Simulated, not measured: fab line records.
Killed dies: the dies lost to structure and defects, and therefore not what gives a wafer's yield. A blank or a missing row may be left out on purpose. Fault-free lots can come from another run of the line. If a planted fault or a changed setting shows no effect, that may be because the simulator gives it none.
fab line records	flow sky130
record lots=24	wafers=72	last-day=50
route steps=708 shown CAPM@540 VIA3@586 VIA4@641
lots untouched by any fault: they come from a run of this same line in which no faults occurred
start-h: the number of hours between the record's first day and the start of the first shown wafer of the lot	wait-h: time in hours since the lot's previous step	" repeats the value in the row above	L1.1+2: one row covering several wafers at once	- value missing, or start not given	* or withheld: withheld	< > ~ a bound
route shown NAME@n: a module of which the file shows steps, and the number in the route of the first	usual: mean/standard deviation taken from wafers without a fault	same: alike in all rows	chamber/n: place in a boat	sites: each site's reading	_std_site: standard deviation of those values	_edge_site: outer sites' mean less inner sites'	radius-mm: how far each site lies from the wafer's centre	mask NAME#n: copy n	behind: tool/chamber where the wafer was last shaped	hold: the reason the lot was held/the length of the hold in hours/how it ended	device: the n, p or np transistor that did not switch	end of line: at the end of the route, the tests of the same wafers	step lacking rows: just its recipe	killed: dies lost to structure and defects at the first sort, not the wafer's yield	map: the dies of a wafer, with x for killed, . for not killed, _ for no die there
set.NAME: setting as actually run; set.NAME@STEP: the setting as run at that earlier step	model.NAME: the simulator's own value behind a step, which no gauge read
a sample of lots followed through the steps of the route, with each step as a table and each wafer as a row
services: a tool's chamber out of use, with start hour (start-h, from the record's first day; less than 0 if before it), hours out, and reason
## steps
# step SKY_CAPM_RS_MEAS_03
# recipe thk-meas-gauge=four-point-probe	reads=TiN_of_CAPM_SPUTTER_02
# usual CAPM_TIN_RS=6.92/0.085
lot.wafer	tool	chamber	start-h	wait-h	CAPM_TIN_RS[ohm/sq]
L074.2	film-metro-01	-	845.83	0.1	6.88
L074.3	"	-	"	"	6.95
L074.4	"	-	"	"	6.92
L077.1	film-metro-01	-	859.32	0.1	6.89
L077.4	"	-	"	"	6.84
L077.6	"	-	"	"	6.94
L075.1	film-metro-03	-	861.01	0.1	6.99
L075.5	"	-	"	"	6.83
L075.6	"	-	"	"	6.91
L076.2	film-metro-01	-	865.03	0.1	6.95
L076.5	"	-	"	"	7.04
L076.6	"	-	"	"	7.09
L078.2	film-metro-03	-	869.98	0.1	6.85
L078.3	"	-	"	"	6.87
L078.6	"	-	"	"	7.00
L079.1	film-metro-02	-	872.93	0.1	6.82
L079.2	"	-	"	"	6.82
L079.3	"	-	"	"	6.81
L080.1	film-metro-03	-	890.87	0.1	6.97
L080.3	"	-	"	"	6.89
L080.4	"	-	"	"	6.96
L081.2	film-metro-01	-	904.74	0.1	6.98
L081.3	"	-	"	"	6.99
L081.4	"	-	"	"	7.02
L082.2	film-metro-01	-	907.24	0.1	6.98
L082.4	"	-	"	"	6.94
L082.6	"	-	"	"	6.90
L083.3	film-metro-01	-	914.22	0.1	6.99
L083.4	"	-	"	"	6.95
L083.5	"	-	"	"	6.99
L084.2	film-metro-02	-	926.32	0.1	6.85
L084.3	"	-	"	"	6.92
L084.5	"	-	"	"	6.74
L085.3	film-metro-01	-	945.69	0.1	7.01
L085.5	"	-	"	"	7.05
L085.6	"	-	"	"	7.02
L086.1	film-metro-03	-	949.71	0.1	6.81
L086.2	"	-	"	"	6.90
L086.4	"	-	"	"	6.70
L087.1	film-metro-03	-	950.56	0.1	6.92
L087.3	"	-	"	"	6.93
L087.4	"	-	"	"	6.96
L088.1	film-metro-03	-	954.52	0.1	6.83
L088.3	"	-	"	"	6.77
L088.5	"	-	"	"	6.80
L089.2	film-metro-01	-	958.54	0.1	6.95
L089.4	"	-	"	"	6.90
L089.5	"	-	"	"	6.85
L090.1	film-metro-01	-	968.51	0.1	6.99
L090.2	"	-	"	"	6.88
L090.6	"	-	"	"	6.94
L091.2	film-metro-03	-	971.74	0.1	6.98
L091.3	"	-	"	"	6.84
L091.6	"	-	"	"	6.94
L092.1	film-metro-02	-	976.02	0.1	6.83
L092.3	"	-	"	"	6.92
L092.5	"	-	"	"	6.95
L093.1	film-metro-01	-	982.98	0.1	6.93
L093.3	"	-	"	"	6.80
L093.6	"	-	"	"	6.96
L094.1	film-metro-01	-	999.02	0.1	6.81
L094.5	"	-	"	"	6.87
L094.6	"	-	"	"	6.94
L095.3	film-metro-02	-	1000.25	0.1	6.86
L095.4	"	-	"	"	6.77
L095.6	"	-	"	"	6.91
L096.3	film-metro-01	-	1006.48	0.1	6.92
L096.4	"	-	"	"	7.01
L096.6	"	-	"	"	7.03
L097.2	film-metro-01	-	1017.82	0.1	7.07
L097.3	"	-	"	"	7.06
L097.5	"	-	"	"	7.12
# step SKY_VIA3_OVL_MEAS_13
# usual VIA3_OVL=-1/5.7
lot.wafer	tool	chamber	start-h	wait-h	VIA3_OVL[nm]
L074.2	overlay-01	-	928.15	0.1	5
L074.3	"	-	"	"	10
L074.4	"	-	"	"	4
L077.1	overlay-02	-	940.39	0.1	-4
L077.4	"	-	"	"	1
L077.6	"	-	"	"	7
L075.1	overlay-01	-	941.37	0.1	-6
L075.5	"	-	"	"	-9
L075.6	"	-	"	"	-17
L076.2	overlay-01	-	946.68	0.1	-1
L076.5	"	-	"	"	-8
L076.6	"	-	"	"	-4
L078.2	overlay-01	-	951.05	0.1	9
L078.3	"	-	"	"	4
L078.6	"	-	"	"	3
L079.1	overlay-01	-	959.46	0.1	-6
L079.2	"	-	"	"	-13
L079.3	"	-	"	"	-8
L080.1	overlay-01	-	967.91	0.1	-12
L080.3	"	-	"	"	-5
L080.4	"	-	"	"	0
L081.2	overlay-02	-	980.62	0.1	3
L081.3	"	-	"	"	8
L081.4	"	-	"	"	10
L082.2	overlay-01	-	983.85	0.1	-2
L082.4	"	-	"	"	7
L082.6	"	-	"	"	-1
L083.3	overlay-01	-	989.88	0.1	3
L083.4	"	-	"	"	-6
L083.5	"	-	"	"	3
L084.2	overlay-01	-	1001.58	0.1	5
L084.3	"	-	"	"	-1
L084.5	"	-	"	"	4
L085.3	overlay-02	-	1016.98	0.1	5
L085.5	"	-	"	"	4
L085.6	"	-	"	"	2
L086.1	overlay-02	-	1021.81	0.1	2
L086.2	"	-	"	"	-4
L086.4	"	-	"	"	-3
L087.1	overlay-01	-	1022.54	0.1	1
L087.3	"	-	"	"	4
L087.4	"	-	"	"	13
L088.1	overlay-01	-	1027.44	0.1	-6
L088.3	"	-	"	"	-7
L088.5	"	-	"	"	-15
L089.2	overlay-01	-	1030.78	0.1	4
L089.4	"	-	"	"	1
L089.5	"	-	"	"	1
L090.1	overlay-02	-	1038.91	0.1	-7
L090.2	"	-	"	"	-2
L090.6	"	-	"	"	-2
L091.2	overlay-01	-	1042.23	0.1	-13
L091.3	"	-	"	"	-2
L091.6	"	-	"	"	-8
L092.1	overlay-02	-	1047.17	0.1	-3
L092.3	"	-	"	"	8
L092.5	"	-	"	"	5
L093.1	overlay-01	-	1052.61	0.1	9
L093.3	"	-	"	"	1
L093.6	"	-	"	"	-6
L094.1	overlay-01	-	1067.82	0.1	-6
L094.5	"	-	"	"	-3
L094.6	"	-	"	"	6
L095.3	overlay-01	-	1069.05	0.1	2
L095.4	"	-	"	"	-8
L095.6	"	-	"	"	-2
L096.3	overlay-01	-	1074.78	0.1	1
L096.4	"	-	"	"	-7
L096.6	"	-	"	"	-6
L097.2	overlay-01	-	1084.78	0.1	-2
L097.3	"	-	"	"	-10
L097.5	"	-	"	"	0
# step SKY_VIA3_SPUTTER_20
# recipe material=TiN	target-thk-nm=20	chamber-pressure-pa=5	power-w=4000	time-s=80
# usual throttle-valve-pct=29.8/0.98
lot.wafer	tool	chamber	start-h	wait-h	throttle-valve-pct
L074.2	pvd-sputter-02	-	928.91	0.0	31.2
L074.3	"	-	"	"	29.7
L074.4	"	-	"	"	31.1
L077.1	pvd-sputter-04	-	941.13	0.0	29.0
L077.4	"	-	"	"	29.3
L077.6	"	-	"	"	29.0
L075.1	pvd-sputter-04	-	942.10	0.0	29.5
L075.5	"	-	"	"	29.5
L075.6	"	-	"	"	29.1
L076.2	pvd-sputter-02	-	947.44	0.0	31.1
L076.5	"	-	"	"	31.0
L076.6	"	-	"	"	31.1
L078.2	pvd-sputter-02	-	951.77	0.0	30.5
L078.3	"	-	"	"	29.7
L078.6	"	-	"	"	30.5
L079.1	pvd-sputter-03	-	960.20	0.0	28.8
L079.2	"	-	"	"	29.1
L079.3	"	-	"	"	28.8
L080.1	pvd-sputter-03	-	968.64	0.0	28.7
L080.3	"	-	"	"	28.8
L080.4	"	-	"	"	28.9
L081.2	pvd-sputter-02	-	981.37	0.0	29.9
L081.3	"	-	"	"	31.0
L081.4	"	-	"	"	31.2
L082.2	pvd-sputter-02	-	984.57	0.0	31.2
L082.4	"	-	"	"	30.0
L082.6	"	-	"	"	30.0
L083.3	pvd-sputter-04	-	990.60	0.0	30.7
L083.4	"	-	"	"	29.6
L083.5	"	-	"	"	29.0
L084.2	pvd-sputter-04	-	1002.34	0.0	29.2
L084.3	"	-	"	"	28.9
L084.5	"	-	"	"	29.6
L085.3	pvd-sputter-03	-	1017.73	0.0	28.6
L085.5	"	-	"	"	28.6
L085.6	"	-	"	"	29.0
L086.1	pvd-sputter-02	-	1022.54	0.0	30.7
L086.2	"	-	"	"	31.1
L086.4	"	-	"	"	31.4
L087.1	pvd-sputter-02	-	1023.27	0.0	31.3
L087.3	"	-	"	"	31.4
L087.4	"	-	"	"	29.8
L088.1	pvd-sputter-03	-	1028.17	0.0	28.6
L088.3	"	-	"	"	28.7
L088.5	"	-	"	"	28.7
L089.2	pvd-sputter-03	-	1031.68	0.0	28.8
L089.4	"	-	"	"	28.7
L089.5	"	-	"	"	28.8
L090.1	pvd-sputter-02	-	1039.64	0.0	30.7
L090.2	"	-	"	"	31.4
L090.6	"	-	"	"	30.4
L091.2	pvd-sputter-02	-	1042.95	0.0	29.7
L091.3	"	-	"	"	31.6
L091.6	"	-	"	"	31.0
L092.1	pvd-sputter-03	-	1047.91	0.0	28.9
L092.3	"	-	"	"	28.9
L092.5	"	-	"	"	28.5
L093.1	pvd-sputter-02	-	1053.34	0.0	30.4
L093.3	"	-	"	"	30.9
L093.6	"	-	"	"	31.3
L094.1	pvd-sputter-04	-	1068.55	0.0	28.9
L094.5	"	-	"	"	29.0
L094.6	"	-	"	"	29.0
L095.3	pvd-sputter-02	-	1069.77	0.0	30.7
L095.4	"	-	"	"	29.8
L095.6	"	-	"	"	31.3
L096.3	pvd-sputter-04	-	1075.50	0.0	30.3
L096.4	"	-	"	"	29.0
L096.6	"	-	"	"	30.3
L097.2	pvd-sputter-03	-	1085.51	0.0	28.7
L097.3	"	-	"	"	28.9
L097.5	"	-	"	"	28.8
# step SKY_VIA3_CVD_21
# recipe material=W	target-thk-nm=390	time-s=117.31	temp-c=400	pressure-torr=40
# usual heater-power-outer-w=514/24	heater-power-w=857/67
lot.wafer	tool	chamber	start-h	wait-h	heater-power-outer-w	heater-power-w
L074.2	cvd-w-02	1	929.04	0.1	545	950
L074.3	"	0	"	"	503	836
L074.4	"	1	"	"	538	955
L077.1	cvd-w-02	0	941.19	0.0	513	858
L077.4	"	1	"	"	525	952
L077.6	"	0	"	"	502	835
L075.1	cvd-w-01	1	942.16	0.0	464	775
L075.5	"	1	"	"	471	784
L075.6	"	0	"	"	513	806
L076.2	cvd-w-01	0	947.50	0.0	529	797
L076.5	"	1	"	"	480	767
L076.6	"	0	"	"	517	791
L078.2	cvd-w-02	0	951.83	0.0	514	837
L078.3	"	1	"	"	547	936
L078.6	"	1	"	"	534	959
L079.1	cvd-w-02	0	960.26	0.0	509	844
L079.2	"	1	"	"	522	928
L079.3	"	0	"	"	523	832
L080.1	cvd-w-01	0	968.70	0.0	520	821
L080.3	"	1	"	"	483	776
L080.4	"	0	"	"	515	805
L081.2	cvd-w-02	0	981.44	0.0	513	864
L081.3	"	0	"	"	500	833
L081.4	"	1	"	"	547	932
L082.2	cvd-w-01	1	984.63	0.0	476	772
L082.4	"	0	"	"	518	809
L082.6	"	0	"	"	534	775
L083.3	cvd-w-02	1	990.70	0.1	532	950
L083.4	"	0	"	"	515	820
L083.5	"	0	"	"	510	824
L084.2	cvd-w-02	1	1002.40	0.0	535	954
L084.3	"	1	"	"	552	921
L084.5	"	0	"	"	523	865
L085.3	cvd-w-02	0	1017.84	0.1	514	849
L085.5	"	1	"	"	537	960
L085.6	"	0	"	"	510	809
L086.1	cvd-w-02	0	1022.61	0.0	519	855
L086.2	"	1	"	"	545	925
L086.4	"	1	"	"	540	966
L087.1	cvd-w-01	0	1023.33	0.0	517	802
L087.3	"	0	"	"	522	794
L087.4	"	1	"	"	459	783
L088.1	cvd-w-01	0	1028.23	0.0	515	795
L088.3	"	0	"	"	529	808
L088.5	"	0	"	"	524	803
L089.2	cvd-w-01	1	1031.74	0.0	465	791
L089.4	"	0	"	"	519	817
L089.5	"	0	"	"	523	805
L090.1	cvd-w-01	1	1039.71	0.0	487	771
L090.2	"	0	"	"	527	798
L090.6	"	1	"	"	471	776
L091.2	cvd-w-02	0	1043.01	0.0	510	828
L091.3	"	0	"	"	512	853
L091.6	"	0	"	"	512	840
L092.1	cvd-w-02	1	1047.97	0.0	536	971
L092.3	"	0	"	"	513	838
L092.5	"	0	"	"	508	835
L093.1	cvd-w-02	1	1053.41	0.0	537	947
L093.3	"	1	"	"	538	957
L093.6	"	0	"	"	511	855
L094.1	cvd-w-02	1	1068.61	0.0	539	956
L094.5	"	1	"	"	540	963
L094.6	"	0	"	"	522	850
L095.3	cvd-w-02	1	1069.87	0.1	542	944
L095.4	"	0	"	"	509	829
L095.6	"	0	"	"	508	853
L096.3	cvd-w-01	1	1075.61	0.1	477	803
L096.4	"	0	"	"	522	808
L096.6	"	1	"	"	468	783
L097.2	cvd-w-02	1	1085.57	0.0	521	976
L097.3	"	0	"	"	514	832
L097.5	"	0	"	"	517	850
# step SKY_VIA4_CMP_02
# recipe material=SiO2	down-force-psi=4	platen-rpm=60	pad-velocity-m-s=0.94248
# usual edge-zone-pressure-frac=1.001/0.0047	head-pressure-psi=4.001/0.0092	motor-current-A=12.2/0.98
lot.wafer	tool	chamber	start-h	wait-h	edge-zone-pressure-frac	head-pressure-psi	motor-current-A
L074.4	cmp-02	2	979.89	0.0	1.008	4.007	11.6
L074.2	"	0	"	"	0.996	3.995	10.7
L074.3	"	1	"	"	0.997	3.991	13.4
L077.4	cmp-01	2	991.58	0.1	1.000	4.012	13.6
L077.1	"	3	"	"	1.001	4.004	12.0
L077.6	"	0	"	"	0.999	4.009	10.9
L075.1	cmp-02	3	992.08	0.1	1.000	4.000	13.2
L075.5	"	3	"	"	1.001	4.013	12.5
L075.6	"	0	"	"	1.003	3.996	10.2
L076.2	cmp-01	3	997.24	0.2	1.005	4.002	13.1
L076.5	"	3	"	"	1.001	4.007	12.2
L076.6	"	0	"	"	1.000	4.006	10.7
L078.3	cmp-02	2	1001.97	0.1	1.004	3.995	11.5
L078.2	"	3	"	"	1.004	3.994	13.4
L078.6	"	1	"	"	0.998	4.011	13.8
L079.1	cmp-02	1	1011.36	0.1	1.004	4.005	13.2
L079.3	"	2	"	"	0.998	3.999	11.7
L079.2	"	3	"	"	0.996	4.006	12.5
L080.3	cmp-02	1	1018.81	0.0	0.998	4.008	12.0
L080.1	"	2	"	"	0.995	3.994	12.3
L080.4	"	0	"	"	0.995	3.996	11.5
L081.2	cmp-02	2	1030.68	0.0	0.997	4.005	11.5
L081.4	"	0	"	"	1.002	4.005	11.1
L081.3	"	1	"	"	0.997	4.016	12.3
L082.2	cmp-02	2	1033.01	0.1	0.992	3.997	11.8
L082.4	"	3	"	"	1.001	4.001	12.4
L082.6	"	0	"	"	1.005	3.997	11.5
L083.3	cmp-01	3	1038.00	0.0	1.009	4.015	12.4
L083.4	"	0	"	"	1.003	3.996	10.7
L083.5	"	0	"	"	1.002	4.005	10.8
L084.3	cmp-02	2	1050.38	0.1	1.000	4.002	11.6
L084.2	"	3	"	"	1.004	4.010	12.3
L084.5	"	2	"	"	1.004	3.999	12.1
L085.3	cmp-02	2	1064.37	0.0	0.999	3.987	12.0
L085.6	"	2	"	"	0.994	3.987	11.0
L085.5	"	3	"	"	1.006	3.980	12.6
L086.1	cmp-02	0	1069.76	0.1	0.999	4.001	11.1
L086.4	"	2	"	"	0.990	4.008	11.5
L086.2	"	3	"	"	1.000	3.985	12.2
L087.4	cmp-02	2	1070.07	0.0	0.993	4.002	11.3
L087.1	"	0	"	"	0.997	4.015	10.9
L087.3	"	1	"	"	1.002	4.004	13.0
L088.1	cmp-01	1	1074.69	0.2	1.003	3.993	12.6
L088.3	"	2	"	"	0.993	4.002	13.2
L088.5	"	0	"	"	0.992	3.998	10.4
L089.4	cmp-02	2	1076.57	0.0	0.996	4.006	11.7
L089.2	"	1	"	"	1.010	4.033	13.1
L089.5	"	2	"	"	1.003	4.015	11.1
L090.2	cmp-02	3	1084.60	0.1	1.003	3.997	12.9
L090.1	"	1	"	"	1.001	4.000	12.9
L090.6	"	3	"	"	1.003	4.000	12.2
L091.2	cmp-01	3	1088.76	0.1	0.991	3.985	11.8
L091.3	"	1	"	"	1.004	4.003	12.8
L091.6	"	2	"	"	1.003	3.989	13.8
L092.1	cmp-02	0	1092.66	0.1	0.998	3.999	11.2
L092.3	"	3	"	"	1.004	4.009	12.0
L092.5	"	0	"	"	1.004	4.003	10.9
L093.3	cmp-01	3	1098.58	0.0	0.994	4.015	13.0
L093.1	"	0	"	"	1.004	4.010	10.7
L093.6	"	0	"	"	1.007	4.004	10.4
L094.1	cmp-01	2	1112.53	0.1	1.009	4.007	13.9
L094.6	"	2	"	"	1.005	4.003	13.8
L094.5	"	3	"	"	0.999	3.991	12.5
L095.3	cmp-02	1	1114.21	0.1	1.003	3.998	12.8
L095.4	"	2	"	"	0.996	3.988	11.9
L095.6	"	0	"	"	0.995	4.009	10.8
L096.4	cmp-01	3	1119.13	0.1	0.996	4.009	12.5
L096.3	"	0	"	"	1.003	4.010	10.5
L096.6	"	2	"	"	0.993	4.006	13.5
L097.3	cmp-01	2	1127.63	0.1	1.007	4.002	13.6
L097.2	"	0	"	"	1.004	4.001	11.0
L097.5	"	2	"	"	0.994	4.003	13.0
# step SKY_VIA4_CVD_18
# recipe material=W	target-thk-nm=505	time-s=152.14	temp-c=400	pressure-torr=40
# usual heater-power-outer-w=515/25	heater-power-w=856/69
lot.wafer	tool	chamber	start-h	wait-h	heater-power-outer-w	heater-power-w
L074.2	cvd-w-02	1	1003.35	0.0	534	972
L074.3	"	1	"	"	536	950
L074.4	"	0	"	"	511	831
L077.1	cvd-w-02	1	1014.44	0.0	520	953
L077.4	"	0	"	"	519	821
L077.6	"	0	"	"	497	864
L075.1	cvd-w-01	0	1015.17	0.0	533	791
L075.5	"	0	"	"	537	804
L075.6	"	1	"	"	470	783
L076.2	cvd-w-01	0	1020.73	0.0	513	807
L076.5	"	0	"	"	528	777
L076.6	"	1	"	"	472	796
L078.2	cvd-w-02	1	1025.06	0.0	549	950
L078.3	"	0	"	"	516	833
L078.6	"	1	"	"	548	953
L079.1	cvd-w-02	1	1035.27	0.0	544	961
L079.2	"	0	"	"	516	867
L079.3	"	1	"	"	535	943
L080.1	cvd-w-02	0	1042.24	0.0	507	822
L080.3	"	1	"	"	560	935
L080.4	"	0	"	"	524	834
L081.2	cvd-w-01	1	1052.94	0.0	477	784
L081.3	"	1	"	"	484	809
L081.4	"	0	"	"	519	781
L082.2	cvd-w-02	1	1055.97	0.0	541	949
L082.4	"	0	"	"	511	844
L082.6	"	1	"	"	557	956
L083.3	cvd-w-02	0	1060.18	0.1	494	842
L083.4	"	1	"	"	542	928
L083.5	"	0	"	"	507	829
L084.2	cvd-w-02	1	1072.27	0.0	549	950
L084.3	"	1	"	"	548	950
L084.5	"	1	"	"	534	948
L085.3	cvd-w-01	1	1085.57	0.1	468	783
L085.5	"	1	"	"	481	791
L085.6	"	0	"	"	524	819
L086.1	cvd-w-01	1	1091.63	0.0	465	781
L086.2	"	0	"	"	511	809
L086.4	"	1	"	"	473	823
L087.1	cvd-w-02	0	1092.33	0.0	509	874
L087.3	"	0	"	"	523	849
L087.4	"	1	"	"	538	970
L088.1	cvd-w-01	0	1095.67	0.0	534	814
L088.3	"	0	"	"	529	792
L088.5	"	0	"	"	525	836
L089.2	cvd-w-01	1	1098.37	0.0	473	801
L089.4	"	0	"	"	515	823
L089.5	"	1	"	"	483	803
L090.1	cvd-w-01	0	1105.24	0.0	544	803
L090.2	"	1	"	"	482	800
L090.6	"	0	"	"	517	789
L091.2	cvd-w-02	1	1109.04	0.0	536	1002
L091.3	"	1	"	"	567	955
L091.6	"	1	"	"	544	920
L092.1	cvd-w-01	1	1113.46	0.0	454	793
L092.3	"	1	"	"	466	767
L092.5	"	0	"	"	532	802
L093.1	cvd-w-02	0	1118.68	0.0	518	843
L093.3	"	1	"	"	519	950
L093.6	"	0	"	"	515	850
L094.1	cvd-w-02	0	1132.43	0.0	511	838
L094.5	"	1	"	"	553	979
L094.6	"	0	"	"	522	840
L095.3	cvd-w-02	1	1134.16	0.1	546	964
L095.4	"	0	"	"	509	846
L095.6	"	0	"	"	504	844
L096.3	cvd-w-02	1	1138.47	0.1	520	953
L096.4	"	0	"	"	509	841
L096.6	"	0	"	"	520	849
L097.2	cvd-w-01	0	1147.03	0.0	516	775
L097.3	"	0	"	"	522	780
L097.5	"	1	"	"	475	779
## services
tool	chamber	start-h	hours	kind
cmp-01	-	913.19	4.0	pm
cmp-01	-	917.19	-	consumable-replace:conditioner
cmp-01	-	917.19	-	consumable-replace:pad
cvd-w-02	0	918.00	-	clean
cvd-w-02	1	918.00	-	clean
cmp-01	-	938.44	2.2	repair
pvd-sputter-03	2	941.52	-	consumable-replace:kit
cvd-w-01	1	957.75	6.3	repair
cmp-01	-	1007.97	14.2	pm
cmp-02	-	1059.95	1.6	repair
pvd-sputter-04	-	1070.49	1.3	repair
cmp-02	-	1070.67	4.0	pm
pvd-sputter-03	-	1072.75	3.6	repair
cmp-02	-	1074.67	-	consumable-replace:conditioner
cmp-02	-	1074.67	-	consumable-replace:pad
pvd-sputter-02	-	1075.46	5.2	repair
cmp-01	-	1103.23	6.9	repair
cmp-01	-	1106.28	0.3	repair
pvd-sputter-02	2	1116.91	-	consumable-replace:kit
pvd-sputter-02	2	1116.91	18.0	scheduled-down
pvd-sputter-02	2	1116.91	18.0	vent-cycle
cmp-02	-	1133.33	0.2	repair
cmp-01	-	1144.54	2.4	repair
cmp-01	-	1146.41	2.1	repair
## key
fault none
